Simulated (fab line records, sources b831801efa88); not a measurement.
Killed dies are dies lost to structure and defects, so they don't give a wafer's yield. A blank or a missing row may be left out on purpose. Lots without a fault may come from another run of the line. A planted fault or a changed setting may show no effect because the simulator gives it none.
Problem report in the 8D (eight disciplines) form, filled by code | flow sky130 | the parts of the form that need people (team, actions taken, sign-off) are left out

1. THE PROBLEM
strip_time_to_endpoint_s at SKY_DNWELL_STRIP_08 reads a mean of 24.95 s on 3 wafers of 3 lots; wafers without a fault read 36.91 s with a standard deviation of 0.098. That is -99 or more standard deviations from the usual mean.
The step: strips in O2/N2.
First seen on wafer L219.1, day 7 03:46, on plasma_asher-04. The record holds 36 wafers of 13 lots with a number at this step. Rule for "out", or "out of limits": more than 4 standard deviations from the usual mean. The other wafers with a number count as sound.

2. WHAT IT IS AND WHAT IT IS NOT
question                    | is                                                | is not
which readings at this step | strip_time_to_endpoint_s                          | chamber_pressure_mTorr, drypump_motor_current_A, oes_product_au
which lots                  | L219, L221, L222                                  | L201, L202, L204, L205, L206, L208, L209, L211, L213, L224
which wafers of those lots  | L219.1, L221.1, L222.1                            | L219.2, L221.2, L222.2
read on which tools         | plasma_asher-02, plasma_asher-03, plasma_asher-04 | -
when                        | from day 7 03:46                                  | up to then (28 sound wafers); but 5 sound wafers of L221, L222, L224 came after

3. SUSPECTS, AND WHAT RULES EACH OUT
Counting: a tool at a process step up to the reading stays a suspect if it ran every lot that is out. Sound lots after the first of them don't rule it out here, since some wafers of a struck lot are sound.
- litho_track-01 at SKY_DNWELL_COAT_02 (resist thk 3000 nm): kept. It ran every lot that is out, first L219 (day 6 17:41); its last sound lot up to then is L211 (day 5 02:02).
Left after counting: litho_track-01 at SKY_DNWELL_COAT_02.

4. THE CAUSE (what the simulator had put in)
Process parameter drift: litho_track-01, from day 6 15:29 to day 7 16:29, at SKY_DNWELL_COAT_02. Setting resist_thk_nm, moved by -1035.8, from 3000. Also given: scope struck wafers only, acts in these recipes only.
Counting left only this tool.

5. THE CHAIN OF EFFECTS, in route order
Each row: a reading whose mean over the struck wafers that have a number lies more than 3 standard deviations from the usual. Only readings for which the record gives a usual standard deviation are gone through. hours: the time from each lot's start at the first step in this table that gives one to its start at this step, as a median over the lots. sigmas: the change in usual standard deviations.
hours | step                | reading                  | usual   | on struck wafers | change | sigmas
0     | SKY_DNWELL_STRIP_08 | strip_time_to_endpoint_s | 36.91 s | 24.95            | -11.96 | -99 or more
The process steps in it:
- SKY_DNWELL_STRIP_08: strips in O2/N2.

6. WHAT WOULD HAVE CAUGHT IT SOONER
In this record the first reading out of limits was taken at day 7 03:46, 12 hours after the fault began at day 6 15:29.
Of the lots that are out (3), L221, L222 began SKY_DNWELL_COAT_02 on litho_track-01 after day 7 03:46. A hold on the tool at that time would have spared those 2.
